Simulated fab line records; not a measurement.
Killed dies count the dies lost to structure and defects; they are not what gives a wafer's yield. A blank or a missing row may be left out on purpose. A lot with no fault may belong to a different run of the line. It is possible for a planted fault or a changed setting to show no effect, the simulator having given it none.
fab line records	flow sky130
record: lots: 12	wafers: 36	last-day: 50
route steps=708 shown FIELD_ISO@5 LI_CONTACT@381 CONTACT@431
lots with no fault: from the same line, run without faults
start-h: the number of hours between the record's first day and the start of the first shown wafer of the lot	wait-h: hours elapsed since this lot's preceding step	" the same as in the row above	L1.1+2: a single row standing in for several wafers	- either no value or no given start	* or withheld: withheld	< > ~ a bound
route shown NAME@n: a module of which the file shows steps, and the number in the route of the first	usual: mean/standard deviation of fault-free wafers	same: alike in all rows	chamber/n: place in a boat	sites: readings site by site	_std_site: how widely they spread, as a standard deviation	_edge_site: mean of outer sites minus mean of inner sites	radius-mm: how far each site lies from the wafer's centre	mask NAME#n: copy n	behind: the most recent tool/chamber to have shaped the wafer	hold: cause of the lot's hold/its duration in hours/its outcome	device: which transistor (n, p or np) failed to switch	end of line: at the end of the route, the tests of the same wafers	a step given without rows: its recipe and nothing more	killed: dies that structure and defects cost at the first sort, which is not the same as the wafer's yield	map: per-die view of a wafer (x killed, . not killed, _ where there is no die)
set.NAME: the setting as run; set.NAME@STEP: as run at that earlier step	model.NAME: the simulator's own value behind a step, which no gauge read
a sample of lots followed through the steps of the route, with each step as a table and each wafer as a row
services: when a tool's chamber went out of use (start-h, in hours from the record's first day, below 0 if earlier), for how many hours, and the reason
== steps ==
step: SKY_FIELD_ISO_THK_MEAS_04
recipe: reads: Si3N4_of_FIELD_ISO_CVD_03
usual: FIELD_ISO_CVD_03_THK: 163.8/1.3
lot.wafer	tool	chamber	start-h	wait-h	FIELD_ISO_CVD_03_THK[nm]
L830.1	film-metro-03	-	17.05	0.0	162.4
L830.3	"	-	"	"	163.5
L830.6	"	-	"	"	164.0
L831.2	film-metro-03	-	21.39	0.0	164.6
L831.5	"	-	"	"	163.9
L831.6	"	-	"	"	164.2
L837.1	film-metro-02	-	49.68	0.0	165.3
L837.2	"	-	"	"	164.6
L837.3	"	-	"	"	165.5
L840.2	film-metro-02	-	65.59	0.0	164.1
L840.5	"	-	"	"	162.7
L840.6	"	-	"	"	160.9
L842.3	film-metro-02	-	73.50	0.0	163.0
L842.4	"	-	"	"	162.4
L842.5	"	-	"	"	163.0
L843.2	film-metro-02	-	80.96	0.0	166.0
L843.4	"	-	"	"	166.0
L843.6	"	-	"	"	165.2
L844.3	film-metro-03	-	83.50	0.0	161.3
L844.4	"	-	"	"	162.2
L844.6	"	-	"	"	161.2
L847.2	film-metro-03	-	100.63	0.0	163.8
L847.4	"	-	"	"	164.2
L847.6	"	-	"	"	163.7
L848.1	film-metro-03	-	104.96	0.0	164.1
L848.4	"	-	"	"	164.3
L848.6	"	-	"	"	164.0
L849.3	film-metro-03	-	111.01	0.0	164.6
L849.5	"	-	"	"	164.9
L849.6	"	-	"	"	164.2
L851.1	film-metro-03	-	119.43	0.0	167.2
L851.2	"	-	"	"	165.7
L851.6	"	-	"	"	165.2
L853.3	film-metro-02	-	130.22	0.0	163.9
L853.5	"	-	"	"	163.4
L853.6	"	-	"	"	163.1
step: SKY_FIELD_ISO_COAT_07
recipe: resist: BARC	temp-c: withheld	time-s: withheld	spin-rpm: 3000	resist-thk-nm: 60
usual: spin-speed-rpm: 3000.1/2
lot.wafer	tool	chamber	start-h	wait-h	spin-speed-rpm
L830.1	litho-track-01	0	23.83	0.1	2998.6
L830.3	"	0	"	"	2999.6
L830.6	"	0	"	"	2997.7
L831.2	litho-track-01	0	28.36	0.1	2999.5
L831.5	"	0	"	"	3000.4
L831.6	"	0	"	"	3001.8
L837.1	litho-track-01	0	56.68	0.1	3002.4
L837.2	"	0	"	"	3002.7
L837.3	"	0	"	"	2999.4
L840.2	litho-track-04	0	73.62	0.1	3000.9
L840.5	"	0	"	"	3004.1
L840.6	"	0	"	"	2999.8
L842.3	litho-track-04	0	81.39	0.1	2999.7
L842.4	"	0	"	"	2999.2
L842.5	"	0	"	"	2994.9
L843.2	litho-track-02	0	89.66	0.1	2999.4
L843.4	"	0	"	"	2999.0
L843.6	"	0	"	"	3002.1
L844.3	litho-track-02	0	91.78	0.1	3001.9
L844.4	"	0	"	"	3000.6
L844.6	"	0	"	"	3002.8
L847.2	litho-track-02	0	109.41	0.1	3153.9
L847.4	"	0	"	"	3154.5
L847.6	"	0	"	"	3155.1
L848.1	litho-track-04	0	113.39	0.1	3002.3
L848.4	"	0	"	"	2998.5
L848.6	"	0	"	"	3000.2
L849.3	litho-track-02	0	119.98	0.1	3157.0
L849.5	"	0	"	"	3157.2
L849.6	"	0	"	"	3157.5
L851.1	litho-track-01	0	128.68	0.1	2999.5
L851.2	"	0	"	"	3001.8
L851.6	"	0	"	"	2999.9
L853.3	litho-track-04	0	139.54	0.1	3000.4
L853.5	"	0	"	"	2998.6
L853.6	"	0	"	"	2997.7
step: SKY_FIELD_ISO_ETCH_14
recipe: chemistry: N2/H2	target: BARC	ion-energy-ev: 200	source-w: 500	bias-w: 100	pressure-mtorr: 30	n2-flow-sccm: 100	h2-flow-sccm: 200	stop-on: SiO2	time-s: 45.9	target-depth-a: 600
usual: chamber-pressure-mTorr: 29.998/0.027	drypump-motor-current-A: 5.6/0.58	oes-product-au: 0.855/0.0043	throttle-valve-pct: 13.226/0.009
lot.wafer	tool	chamber	start-h	wait-h	chamber-pressure-mTorr	drypump-motor-current-A	oes-product-au	rf-hours-counter-h	throttle-valve-pct
L830.1	rie-diel-02	1	31.80	0.1	30.049	6.5	0.858	162	13.216
L830.3	"	3	"	"	30.013	4.7	0.856	40	13.237
L830.6	"	0	"	"	30.011	4.8	0.853	-	13.216
L831.2	rie-diel-02	3	36.60	0.1	30.002	4.7	0.859	40	13.238
L831.5	"	0	"	"	30.011	4.8	0.850	-	13.216
L831.6	"	3	"	"	29.997	4.7	0.846	-	13.238
L837.1	rie-diel-03	0	65.30	0.1	30.010	5.7	0.860	12	13.216
L837.2	"	2	"	"	29.986	6.0	0.852	141	13.215
L837.3	"	1	"	"	30.013	6.1	0.859	8	13.230
L840.2	rie-diel-03	0	82.90	0.1	29.977	5.7	0.854	13	13.238
L840.5	"	2	"	"	30.008	6.0	0.848	-	13.230
L840.6	"	3	"	"	29.967	6.4	0.854	-	13.221
L842.3	rie-diel-03	3	90.41	0.1	30.035	6.3	0.852	70	13.231
L842.4	"	1	"	"	29.990	6.1	0.850	9	13.220
L842.5	"	0	"	"	29.971	5.7	0.858	-	13.223
L843.2	rie-diel-01	0	97.90	0.1	29.979	5.9	0.862	44	13.220
L843.4	"	2	"	"	30.007	5.4	0.856	-	13.229
L843.6	"	0	"	"	29.970	5.9	0.857	-	13.224
L844.3	rie-diel-02	0	100.80	0.1	30.000	4.8	0.858	56	13.227
L844.4	"	2	"	"	29.971	5.4	0.864	-	13.226
L844.6	"	3	"	"	29.977	4.7	0.859	-	13.237
L847.2	rie-diel-02	2	119.15	0.1	29.988	5.4	0.844	36	13.203
L847.4	"	0	"	"	30.054	4.8	0.843	-	13.230
L847.6	"	3	"	"	29.988	4.7	0.840	-	13.220
L848.1	rie-diel-01	0	123.45	0.1	29.953	5.9	0.853	45	13.232
L848.4	"	2	"	"	29.968	5.5	0.862	-	13.231
L848.6	"	3	"	"	29.988	5.1	0.854	-	13.233
L849.3	rie-diel-03	0	129.90	0.1	29.967	5.7	0.844	13	13.215
L849.5	"	1	"	"	30.015	6.0	0.843	-	13.216
L849.6	"	2	"	"	29.971	6.0	0.845	-	13.217
L851.1	rie-diel-03	3	138.96	0.1	30.021	6.4	0.857	71	13.215
L851.2	"	2	"	"	30.010	6.0	0.850	142	13.215
L851.6	"	3	"	"	29.985	6.3	0.858	-	13.220
L853.3	rie-diel-03	0	149.26	0.1	30.015	5.7	0.849	14	13.230
L853.5	"	2	"	"	29.985	6.0	0.855	-	13.226
L853.6	"	0	"	"	30.001	5.7	0.855	-	13.233
step: SKY_LI_CONTACT_SPUTTER_19
recipe: material: Ti	target-thk-nm: 20	chamber-pressure-pa: 5	power-w: 2500	substrate-temp-c: 200	time-s: 106.37
usual: throttle-valve-pct: 29.7/1
lot.wafer	tool	chamber	start-h	wait-h	throttle-valve-pct
L830.1	pvd-sputter-01	-	693.02	0.0	29.6
L830.3	"	-	"	"	30.0
L830.6	"	-	"	"	29.7
L831.2	pvd-sputter-04	-	693.37	0.0	29.8
L831.5	"	-	"	"	30.6
L831.6	"	-	"	"	28.8
L837.1	pvd-sputter-04	-	735.41	0.0	28.2
L837.2	"	-	"	"	30.8
L837.3	"	-	"	"	32.1
L840.2	pvd-sputter-01	-	758.91	0.0	29.4
L840.5	"	-	"	"	29.6
L840.6	"	-	"	"	29.7
L842.3	pvd-sputter-04	-	770.21	0.0	30.8
L842.4	"	-	"	"	30.7
L842.5	"	-	"	"	29.8
L843.2	pvd-sputter-04	-	787.33	0.0	30.8
L843.4	"	-	"	"	29.8
L843.6	"	-	"	"	31.9
L844.3	pvd-sputter-03	-	787.56	0.0	30.5
L844.4	"	-	"	"	29.3
L844.6	"	-	"	"	27.7
L847.2	pvd-sputter-04	-	808.51	0.0	29.7
L847.4	"	-	"	"	28.9
L847.6	"	-	"	"	31.6
L848.1	pvd-sputter-03	-	822.31	0.0	30.9
L848.4	"	-	"	"	29.4
L848.6	"	-	"	"	29.7
L849.3	pvd-sputter-03	-	831.71	0.0	29.4
L849.5	"	-	"	"	29.4
L849.6	"	-	"	"	30.6
L851.1	pvd-sputter-03	-	855.23	0.0	29.7
L851.2	"	-	"	"	30.5
L851.6	"	-	"	"	29.6
L853.3	pvd-sputter-04	-	872.38	0.0	30.5
L853.5	"	-	"	"	28.2
L853.6	"	-	"	"	30.5
step: SKY_CONTACT_RS_MEAS_25
recipe: thk-meas-gauge: four-point-probe	reads: W_of_CONTACT_CVD_24+TiN_of_CONTACT_SPUTTER_23
usual: CONTACT_W_RS: 0.339/0.0043
lot.wafer	tool	chamber	start-h	wait-h	CONTACT_W_RS[ohm/sq]
L830.1	film-metro-03	-	751.89	0.1	0.333
L830.3	"	-	"	"	0.337
L830.6	"	-	"	"	0.333
L831.2	film-metro-04	-	752.55	0.1	0.339
L831.5	"	-	"	"	0.341
L831.6	"	-	"	"	0.335
L837.1	film-metro-02	-	792.82	0.1	0.332
L837.2	"	-	"	"	0.344
L837.3	"	-	"	"	0.344
L840.2	film-metro-02	-	816.01	0.1	0.335
L840.5	"	-	"	"	0.342
L840.6	"	-	"	"	0.340
L842.3	film-metro-04	-	826.47	0.1	0.335
L842.4	"	-	"	"	0.342
L842.5	"	-	"	"	0.337
L843.2	film-metro-04	-	841.60	0.1	0.336
L843.4	"	-	"	"	0.340
L843.6	"	-	"	"	0.341
L844.3	film-metro-02	-	842.70	0.1	0.341
L844.4	"	-	"	"	0.343
L844.6	"	-	"	"	0.341
L847.2	film-metro-02	-	863.12	0.1	0.343
L847.4	"	-	"	"	0.340
L847.6	"	-	"	"	0.335
L848.1	film-metro-03	-	877.16	0.1	0.338
L848.4	"	-	"	"	0.330
L848.6	"	-	"	"	0.334
L849.3	film-metro-02	-	887.12	0.1	0.340
L849.5	"	-	"	"	0.332
L849.6	"	-	"	"	0.340
L851.1	film-metro-02	-	909.49	0.1	0.340
L851.2	"	-	"	"	0.331
L851.6	"	-	"	"	0.336
L853.3	film-metro-03	-	926.87	0.1	0.336
L853.5	"	-	"	"	0.338
L853.6	"	-	"	"	0.337
== services ==
tool	chamber	start-h	hours	kind
rie-diel-03	-	2.59	3.2	repair
rie-diel-03	-	51.81	2.8	pm
pvd-sputter-04	-	59.72	5.5	repair
rie-diel-03	2	76.40	3.9	repair
rie-diel-03	-	96.96	22.5	repair
rie-diel-03	1	120.54	2.8	repair
rie-diel-03	1	144.16	7.7	repair
rie-diel-03	-	169.60	2.0	repair
rie-diel-03	-	192.81	15.6	pm
pvd-sputter-04	-	242.30	4.2	repair
rie-diel-03	0	264.29	4.2	repair
rie-diel-03	-	316.04	14.6	pm
rie-diel-03	1	333.15	1.6	repair
rie-diel-03	0	455.79	14.9	repair
rie-diel-03	-	477.62	1.0	repair
rie-diel-03	2	501.07	7.3	repair
rie-diel-03	-	506.39	1.2	repair
pvd-sputter-04	-	548.90	4.6	repair
pvd-sputter-04	-	611.12	3.5	repair
pvd-sputter-04	-	629.63	1.0	repair
rie-diel-03	1	654.45	6.3	repair
rie-diel-03	2	698.71	11.2	repair
rie-diel-03	1	704.00	3.0	repair
rie-diel-03	0	720.43	1.3	repair
== key ==
first-sign: step: SKY_FIELD_ISO_COAT_07	reading: spin-speed-rpm	direction: up	sigmas: 77	usual: 3000.1	struck: 3155.9
effect: step: SKY_FIELD_ISO_ETCH_14	reading: oes-product-au	direction: down	sigmas: 2.9	usual: 0.855	struck: 0.843
met-at SKY_FIELD_ISO_COAT_07
struck-lots L847,L849
tester-left-out L847,L849
not-acting-at SKY_FIELD_ISO_THK_MEAS_04,SKY_LI_CONTACT_SPUTTER_19,SKY_CONTACT_RS_MEAS_25
onset-between 91.78 109.41
fault: kind: process-parameter-drift	tool: litho-track-02	chamber: -	onset-h: 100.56	steps: SKY_FIELD_ISO_COAT_07	channel: spin-rpm	offset: 157.15	shape: step	end-h: 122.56	acts-in: these-recipes-only	stated: 3000
tester-left-out: of these lots the tester's yield and bins aren't shown, on N5 and GAA mostly nor the transistor test; their killed dies are dies lost to structure and defects alone, not to doping, threshold or leakage, so they don't give the yield
